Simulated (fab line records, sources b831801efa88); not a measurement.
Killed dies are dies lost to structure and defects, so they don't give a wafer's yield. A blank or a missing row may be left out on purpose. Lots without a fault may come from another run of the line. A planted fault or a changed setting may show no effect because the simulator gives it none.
Chamber matching | flow gf180mcu | GF_STI_ETCH_13 on rie_diel-03: 4 sister chambers
The step etches the open film in CHF3/O2, stops on Si, target depth 282.31 nm, time 112.9 s. 14 wafers are shown with their chamber, then 7 later ones without.

WAFERS WITH THEIR CHAMBER
wafer  | chamber | drypump_motor_current_A (A) | throttle_valve_pct (%) | oes_product_au (a.u.)
L913.2 | 3       | 5.7                         | 8.816                  | 0.825
L913.3 | 0       | 6.1                         | 8.820                  | 0.830
L913.5 | 1       | 6.0                         | 8.794                  | 0.838
L918.1 | 1       | 6.0                         | 8.804                  | 0.831
L918.2 | 0       | 6.1                         | 8.798                  | 0.834
L918.5 | 3       | 5.7                         | 8.817                  | 0.841
L922.2 | 1       | 6.0                         | 8.818                  | 0.845
L922.5 | 0       | 6.1                         | 8.799                  | 0.839
L922.6 | 1       | 6.0                         | 8.799                  | 0.829
L925.1 | 0       | 6.1                         | 8.821                  | 0.829
L925.4 | 2       | 5.1                         | 8.816                  | 0.841
L925.6 | 2       | 5.2                         | 8.808                  | 0.834
L926.1 | 0       | 6.0                         | 8.801                  | 0.842
L926.2 | 2       | 5.2                         | 8.811                  | 0.831

SIGNATURES (means of the wafers above)
reading                 | chamber 0 | chamber 1 | chamber 2 | chamber 3 | scatter within a chamber
drypump_motor_current_A | 6.080     | 6.000     | 5.167     | 5.700     | 0.0383
throttle_valve_pct      | 8.80780   | 8.80375   | 8.81167   | 8.81650   | 0.00947
oes_product_au          | 0.83480   | 0.83575   | 0.83533   | 0.83300   | 0.00683
Rule: a wafer's distance from a chamber is the root of the sum, over the readings, of the square of ((its reading less the chamber's mean) divided by the reading's scatter). The wafer belongs to the nearest chamber; if the next one is less than 2 further off, it can't be placed. The scatter: the root of (the sum of the squares of (reading less its chamber's mean) over the shown wafers, divided by (wafers less chambers)).

WAFERS WITHOUT THEIR CHAMBER
wafer  | drypump_motor_current_A (A) | throttle_valve_pct (%) | oes_product_au (a.u.)
L926.3 | 5.7                         | 8.816                  | 0.827
L927.2 | 6.1                         | 8.788                  | 0.836
L927.3 | 5.7                         | 8.809                  | 0.847
L927.5 | 6.0                         | 8.801                  | 0.834
L931.1 | 5.2                         | 8.820                  | 0.823
L931.3 | 5.7                         | 8.809                  | 0.843
L931.6 | 5.2                         | 8.809                  | 0.840

WHICH CHAMBER EACH WENT THROUGH
wafer  | from the rows above     | in truth
L926.3 | 3                       | 3
L927.2 | can't be placed: 0 or 1 | 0
L927.3 | 3                       | 3
L927.5 | can't be placed: 1 or 0 | 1
L931.1 | 2                       | 2
L931.3 | 3                       | 3
L931.6 | 2                       | 2
Placed correctly: 5 of 7. Can't be placed from these rows: 2 (the true chamber is among the candidates in 2). Placed wrongly: 0.
